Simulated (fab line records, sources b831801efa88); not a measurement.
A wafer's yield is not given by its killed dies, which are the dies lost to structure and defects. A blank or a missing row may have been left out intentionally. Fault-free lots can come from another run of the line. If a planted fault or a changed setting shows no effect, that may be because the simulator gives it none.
Which tool was responsible? || flow gf180mcu || at 1 step of a route of 602, 12 lots with 36 wafers sampled

WHAT THE GAUGES READ, wafer by wafer
GF_M3_RS_MEAS_05: measures by four-point-probe.
{"lot": "L757", "measured": "day 20 02:50", "on": "film_metro-01", "M3_ALCU_RS (ohm/sq)": "0.0689 0.0684 0.0690"}
{"lot": "L758", "measured": "day 20 08:34", "on": "film_metro-04", "M3_ALCU_RS (ohm/sq)": "0.0707 0.0700 0.0703"}
{"lot": "L759", "measured": "day 20 21:16", "on": "film_metro-01", "M3_ALCU_RS (ohm/sq)": "0.0699 0.0695 0.0686"}
{"lot": "L760", "measured": "day 21 07:04", "on": "film_metro-01", "M3_ALCU_RS (ohm/sq)": "0.0687 0.0692 0.0692"}
{"lot": "L761", "measured": "day 21 18:34", "on": "film_metro-01", "M3_ALCU_RS (ohm/sq)": "0.0703 0.0692 0.0688"}
{"lot": "L762", "measured": "day 21 19:32", "on": "film_metro-02", "M3_ALCU_RS (ohm/sq)": "0.0706 0.0705 0.0705"}
{"lot": "L763", "measured": "day 22 01:52", "on": "film_metro-01", "M3_ALCU_RS (ohm/sq)": "0.0700 0.0690 0.0705"}
{"lot": "L767", "measured": "day 23 14:31", "on": "film_metro-01", "M3_ALCU_RS (ohm/sq)": "0.0688 0.0697 0.0687"}
{"lot": "L769", "measured": "day 24 15:43", "on": "film_metro-02", "M3_ALCU_RS (ohm/sq)": "0.0688 0.0684 0.0693"}
{"lot": "L771", "measured": "day 25 05:51", "on": "film_metro-01", "M3_ALCU_RS (ohm/sq)": "0.0689 0.0689 0.0689"}
{"lot": "L773", "measured": "day 26 11:17", "on": "film_metro-02", "M3_ALCU_RS (ohm/sq)": "0.0699 0.0696 0.0709"}
{"lot": "L776", "measured": "day 27 19:11", "on": "film_metro-01", "M3_ALCU_RS (ohm/sq)": "0.0710 0.0707 0.0708"}

WHICH TOOL RAN EACH LOT (tool, then ch and the chambers of the sampled wafers, then the start)
The record holds no process step before these readings.

AS READ BY THE TOOLS THEMSELVES (means over the sampled wafers that have a number; for cases with no such wafer, the mark the record gives instead)
The record holds no such reading with a usual standard deviation.

THE ANSWER, worked out from the rows above alone
Rule: the usual values come from the lots themselves. The widest of any qualifying gaps counts: lots, ordered by their means at a reading, are off when they make up no more than a third of the lots, leave a main group of 4 or more, and stand apart from it by 3 or more times the standard deviation of that group's means. If all means in a main group match to the digits the tables above print for the reading, that group is not used. A lot without any number at a reading at which 4 lots or more have one is off too. Any other lot the step has rows for is counted as sound. First the gauges in route order, then the tools' own readings, where a lot's mean is used as printed above. The first step at which some lot is off is used, and at that step the reading that is off furthest; a lot without a number counts as furthest.
No lot is off at any reading shown: from this, nothing can be told.

WHAT HAD BEEN PUT IN BY THE SIMULATOR
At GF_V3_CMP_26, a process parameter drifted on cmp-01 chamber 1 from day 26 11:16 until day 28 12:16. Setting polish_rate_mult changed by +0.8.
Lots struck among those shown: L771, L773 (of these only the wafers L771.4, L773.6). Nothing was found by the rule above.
